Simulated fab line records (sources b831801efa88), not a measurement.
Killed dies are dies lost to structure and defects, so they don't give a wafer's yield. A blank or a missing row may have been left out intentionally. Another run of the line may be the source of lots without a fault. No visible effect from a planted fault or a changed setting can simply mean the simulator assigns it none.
Comparing a struck lot with a sound one + flow sky130 + 43 steps out of a route of 708
Sound: these wafers, L405.4, L405.5, L405.6. Wafers L413.1, L413.4, L413.5 were the ones struck. Last of all comes the cause.
For every step that has rows: the tool of each side, followed by ch and its chambers, followed by its first start. Under that, the readings that differ: sound wafers + struck wafers + difference of the means + sigmas: that difference in standard deviations of wafers without a fault.
alike: words and numbers the same on both sides, and readings whose means are apart by under 2 such deviations; not compared: readings that were withheld, readings missing a value for some wafer, numbers with overlapping values and no deviation given by the record, and bounds like >300 which may hide the same value.
Wherever a step has rows on one side only, a row that says differs or no value, or a row with sigmas, the two part there. Numbers that have no deviation but don't overlap get no sigmas and don't part them. Lack of a reading on every wafer of one side parts them only where that side has two or more wafers.

SKY_VIA2_ETCH_15: etches SiO2 in C4F8/O2/Ar, stops on TiN, target depth 546 nm, time 84 s.
  sound on rie-diel-01 ch 0,1,2, day 37 05:36; struck on rie-diel-02 ch 2,3, day 40 03:42
  alike: oes-product-au
  not compared: rf-hours-counter-h
then, 5 steps without rows for these wafers: SKY_VIA2_STRIP_16 (strips in O2/N2); SKY_VIA2_STRIP_17 (strips in post etch residue remover, time 1200 s); SKY_VIA2_CLEAN_18 (cleans in IPA, time 180 s); SKY_VIA2_CLEAN_19 (cleans in O3/DIW); SKY_VIA2_SPUTTER_20 (material TiN, target thk 20 nm, time 80 s).
SKY_VIA2_CVD_21: deposits W, target thk 420 nm, time 126.4 s.
  sound on cvd-w-01 ch 0,1, day 37 06:24; struck on cvd-w-02 ch 1, day 40 04:51
  alike: heater-power-w
SKY_VIA2_RS_MEAS_22: uses a four-point probe to measure.
  sound: film-metro-01 at day 37 06:33; struck: film-metro-02 at day 40 04:59
  alike: VIA2_W_RS
SKY_VIA2_THK_MEAS_23: measures by xrf.
  sound: film-metro-01 at day 37 06:38; struck: film-metro-02 at day 40 05:06
  alike: VIA2_W_THK
then, 1 step without rows for these wafers: SKY_VIA2_CMP_24 (polishes, stops on SiO2, t overpolish 20 s, target thk 0 nm).
SKY_METAL3_SPUTTER_00: material Ti, target thk 15 nm, time 10 s.
  sound: pvd-sputter-01 at day 37 06:58; struck: pvd-sputter-03 at day 40 05:28
  alike: cathode-dc-power-W, throttle-valve-pct
then, 1 step without rows for these wafers: SKY_METAL3_SPUTTER_01 (material TiN, target thk 20 nm, time 16.7 s).
SKY_METAL3_SPUTTER_02: material AlCu, target thk 735 nm, time 39.1 s.
  sound: pvd-sputter-01 at day 37 07:01; struck: pvd-sputter-03 at day 40 05:31
  alike: cathode-dc-power-W, throttle-valve-pct
then, 2 steps without rows for these wafers: SKY_METAL3_SPUTTER_03 (material Ti, target thk 5 nm, time 3.3 s); SKY_METAL3_SPUTTER_04 (material TiN, target thk 70 nm, time 58.3 s).
SKY_CAPM_CVD_00: deposits SiO2, target thk 15.5 nm.
  sound on pecvd-04 ch 0,1,2, day 37 07:08; struck on pecvd-01 ch 1,2, day 40 05:37
  alike: heater-power-w
SKY_CAPM_THK_MEAS_01:
  sound: film-metro-03 at day 37 07:11; struck: film-metro-04 at day 40 05:38
  alike: CAPM_CVD_00_THK
SKY_CAPM_SPUTTER_02: material TiN, target thk 200 nm, time 166.7 s.
  sound: pvd-sputter-02 at day 37 07:13; struck: pvd-sputter-02 at day 40 05:42
  alike: cathode-dc-power-W, throttle-valve-pct
SKY_CAPM_RS_MEAS_03: uses a four-point probe to measure.
  sound: film-metro-04 at day 37 07:23; struck: film-metro-03 at day 40 05:48
  alike: CAPM_TIN_RS
SKY_CAPM_THK_MEAS_04: measures by xrf.
  sound: film-metro-04 at day 37 07:28; struck: film-metro-03 at day 40 05:55
  alike: CAPM_TIN_THK
then, 7 steps without rows for these wafers: SKY_CAPM_DEHYDRATE_05 (time 60 s); SKY_CAPM_HMDS_06 (prime time 60 s); SKY_CAPM_COAT_07 (resist thk 1140 nm); SKY_CAPM_SOFTBAKE_08 (time 60 s); SKY_CAPM_EXPOSE_09 (exposes mask CAPM, target cd 1000 nm); SKY_CAPM_PEB_10; SKY_CAPM_DEVELOP_11 (develop time 60 s).
SKY_CAPM_OVL_MEAS_12:
  sound: overlay-02 at day 38 08:20; struck: overlay-01 at day 41 06:06
  alike: CAPM_OVL
then, 13 steps without rows for these wafers: SKY_CAPM_METAL_ETCH_13 (etches TiN in Cl2/BCl3, stops on SiO2, target depth 220 nm, time 62.9 s); SKY_CAPM_STRIP_14 (strips in O2/N2); SKY_CAPM_STRIP_15 (strips in post etch residue remover, time 1200 s); SKY_CAPM_CLEAN_16 (cleans in IPA, time 180 s); SKY_CAPM_CLEAN_17 (cleans in O3/DIW); SKY_METAL3_DEHYDRATE_05 (time 60 s); SKY_METAL3_HMDS_06 (prime time 60 s); SKY_METAL3_COAT_07 (resist thk 60 nm); SKY_METAL3_COAT_08 (resist thk 1140 nm); SKY_METAL3_SOFTBAKE_09 (time 90 s); SKY_METAL3_EXPOSE_10 (exposes mask MM3, target cd 300 nm); SKY_METAL3_PEB_11; SKY_METAL3_DEVELOP_12 (develop time 60 s).
SKY_METAL3_CD_MEAS_13 targets a cd of 300 nm.
  sound: cd-sem-01 at day 39 10:34; struck: cd-sem-01 at day 42 06:21
  alike: cd-nm
-- the record jumps here: 7 days lie between the struck wafers' starts before and after (it left off in module METAL3 and takes up again in module PAD_OPEN, whose first step shown is number 708 of the route) --
SKY_PAD_OPEN_PROBE_99:
  sound: prober-02 at day 46 12:07; struck: prober-02 at day 48 18:42
| reading                               | sound              | struck            | difference | sigmas |
|---------------------------------------|--------------------|-------------------|------------|--------|
| defect-limited-yield (%)              | 79.1 83.5 82.9     | 72.0 77.6 74.8    | -7.0       | -4     |
| killed_at_M0_to_M3                    | 49 44 43           | 94 74 88          | +40        | +6     |
| killed-dies                           | 103 81 84          | 138 110 124       | +35        | +4     |
| sort_bin_3_pad_short (%)              | 1.0 0.4 1.4        | 3.0 3.3 2.4       | +2.0       | +5     |
| sort_bin_5_function (%)               | 12.0 8.9 9.8       | 16.1 12.4 16.3    | +4.7       | +3     |
| sort-n-pass                           | 389 411 408        | 354 382 368       | -35        | -4     |
| sort-yield-pct (%)                    | 79.1 83.5 82.9     | 72.0 77.6 74.8    | -7.0       | -4     |
| model.etest.tester.sort-n-pass        | 389 411 408        | 354 382 368       | -35        |        |
| model.etest.tester.sort-yield-pct (%) | 79.06 83.54 82.93  | 71.95 77.64 74.8  | -7.05      |        |
| model.etest.tester.sort_bin_5_pct (%) | 11.99 8.943 9.756  | 16.06 12.4 16.26  | +4.68      |        |
| model.etest.tester.sort_bin_3_pct (%) | 1.016 0.4065 1.423 | 3.049 3.252 2.439 | +1.965     |        |
  alike: killed_at_M4_up, killed-at-contacts, killed-at-front-end, killed-at-other, killed-open, killed-short, sort_bin_6_memory

WHERE THEY PART
At SKY_PAD_OPEN_PROBE_99 and nowhere else, as far as this record goes.

WHY: what the simulator had put in
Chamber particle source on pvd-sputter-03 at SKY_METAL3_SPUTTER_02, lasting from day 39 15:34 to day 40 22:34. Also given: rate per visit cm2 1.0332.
